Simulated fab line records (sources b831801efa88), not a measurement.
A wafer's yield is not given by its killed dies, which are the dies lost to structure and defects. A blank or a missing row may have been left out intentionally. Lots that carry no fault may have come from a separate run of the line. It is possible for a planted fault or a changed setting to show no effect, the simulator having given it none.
Matching of chambers | flow gf180mcu | 4 sister chambers for GF_V5_CMP_04 on cmp-01
The step polishes SiO2. 4 wafers are shown with their chamber, then 7 later ones without.

## WAFERS, EACH WITH ITS CHAMBER
wafer  | chamber | motor-current-A (A)
L441.3 | 1       | 11.2
L441.4 | 2       | 11.0
L442.1 | 3       | 10.4
L442.2 | 0       | 11.2

## WAFERS MISSING THEIR CHAMBER
wafer  | motor-current-A (A)
L442.5 | 10.1
L444.1 | 10.8
L444.4 | 11.4
L444.6 | 11.7
L445.2 | 10.8
L445.5 | 11.6
L445.6 | 9.9

## THE CHAMBER EACH PASSED THROUGH
wafer  | from the rows above               | in truth
L442.5 | can't be placed: 3 or 2           | 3
L444.1 | can't be placed: 2 or 0 or 1 or 3 | 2
L444.4 | can't be placed: 0 or 1 or 2      | 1
L444.6 | can't be placed: 0 or 1 or 2      | 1
L445.2 | can't be placed: 2 or 0 or 1 or 3 | 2
L445.5 | can't be placed: 0 or 1 or 2      | 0
L445.6 | can't be placed: 3 or 2           | 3
Correctly placed: 0 of 7. Can't be placed from these rows: 7 (the true chamber is among the candidates in 7). Number placed wrongly: 0.
How it was worked out, from the rows above alone: a wafer's distance from a chamber is the root of the sum, over the readings, of the square of ((its reading less the chamber's mean) divided by the reading's scatter). If the next closest chamber is less than 2 further off than the closest, the wafer can't be placed; otherwise it belongs to the closest. For every chamber, the mean is computed from those of its wafers that are shown. The scatter: with one shown wafer a chamber, the root of the mean of the squares of how far each hidden wafer lies from its nearest shown one.
